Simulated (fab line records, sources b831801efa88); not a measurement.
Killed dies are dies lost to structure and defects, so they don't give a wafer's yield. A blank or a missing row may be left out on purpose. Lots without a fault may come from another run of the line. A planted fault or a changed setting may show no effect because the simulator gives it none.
One fault seen from 2 desks | flow gf180mcu | each desk has only its own numbers; what lay behind them comes last

THE METROLOGY DESK
What the gauges read, lot by lot, whatever tool the lot ran on: means of the sampled wafers that have a number. A lot is out of limits, marked OUT, if its mean lies more than 4 standard deviations from the usual mean; the brackets give that distance.
Columns: A = DUAL_GATE_OVL at GF_DUAL_GATE_OVL_MEAS_11, usual 0.7 nm; B = POLY_GATE_OXIDATION_THK at GF_POLY_GATE_THK_MEAS_17, usual 3.96 nm; C = HV_LDD_TW at GF_HV_LDD_TW_MEAS_11, usual 2430; D = HV_LDD_RS at GF_HV_LDD_RS_MEAS_53, usual 418.3 ohm/sq
lot  | first seen here | A    | B    | C              | D
L105 | day 8 13:19     | 1.2  | 3.95 | 2438           | 419.7
L107 | day 9 09:54     | -0.4 | 4.03 | 2415           | 418.5
L108 | day 9 19:40     | -0.1 | 3.88 | 2445           | 416.9
L109 | day 9 21:39     | 0.7  | 3.92 | 2411           | 419.1
L110 | day 10 02:10    | 1.5  | 3.90 | 2433           | 418.9
L111 | day 10 13:15    | 1.7  | 4.04 | 2433           | 416.5
L113 | day 11 02:38    | 2.3  | 3.96 | 2405           | 418.3
L119 | day 12 15:55    | -0.2 | 3.83 | 1812 (-34) OUT | 601.5 (+99 or more) OUT
L120 | day 13 01:28    | 0.2  | 3.95 | 1773 (-36) OUT | 603.3 (+99 or more) OUT
L123 | day 13 21:10    | -1.5 | 3.99 | 2403           | 417.8
L124 | day 14 04:09    | 1.1  | 4.06 | 2401           | 418.5
L127 | day 15 05:01    | 1.7  | 3.87 | 2414           | 418.7
This desk's finding: out of limits on L119, L120; first on L119, day 14 17:12 (HV_LDD_TW at GF_HV_LDD_TW_MEAS_11). In limits: L105, L107, L108, L109, L110, L111, L113, L123, L124, L127.

THE TOOL OWNER'S DESK: implanter-03
The tool's own readings at GF_HV_LDD_IMPLANT_09: means of the sampled wafers that have a number, for each lot that ran on this tool. A lot is out of limits, marked OUT, if its mean lies more than 4 standard deviations from the usual mean; the brackets give that distance.
Columns: A = dose_ions_cm2 at GF_HV_LDD_IMPLANT_09, usual 1e+14; B = faraday_current_uA at GF_HV_LDD_IMPLANT_09, usual 563
lot  | first seen here | A                       | B
L109 | day 11 15:10    | 1e+14                   | 559
L111 | day 12 07:59    | 1e+14                   | 557
L119 | day 14 16:58    | 3e+13 (-99 or more) OUT | 198 (-30) OUT
L120 | day 14 23:54    | 3e+13 (-99 or more) OUT | 193 (-31) OUT
L127 | day 17 06:51    | 1e+14                   | 560
This desk's finding: out of limits on L119, L120; first on L119, day 14 16:58 (dose_ions_cm2 at GF_HV_LDD_IMPLANT_09). In limits: L109, L111, L127.

PUT TOGETHER
The tool owner's desk could have raised an alarm at day 14 16:58, on L119, L120.
The metrology desk could have raised an alarm at day 14 17:12, on L119, L120.
Of the lots named, all ran GF_HV_LDD_IMPLANT_09 on implanter-03.

WHAT THE SIMULATOR HAD PUT IN
Process parameter drift: implanter-03, from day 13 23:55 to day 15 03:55, at GF_HV_LDD_IMPLANT_09. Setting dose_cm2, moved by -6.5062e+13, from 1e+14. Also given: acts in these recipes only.
Lots struck among those shown: L119, L120.
Hours from the fault's start to each desk's first reading out of limits: the tool owner's desk, 17; the metrology desk, 17.
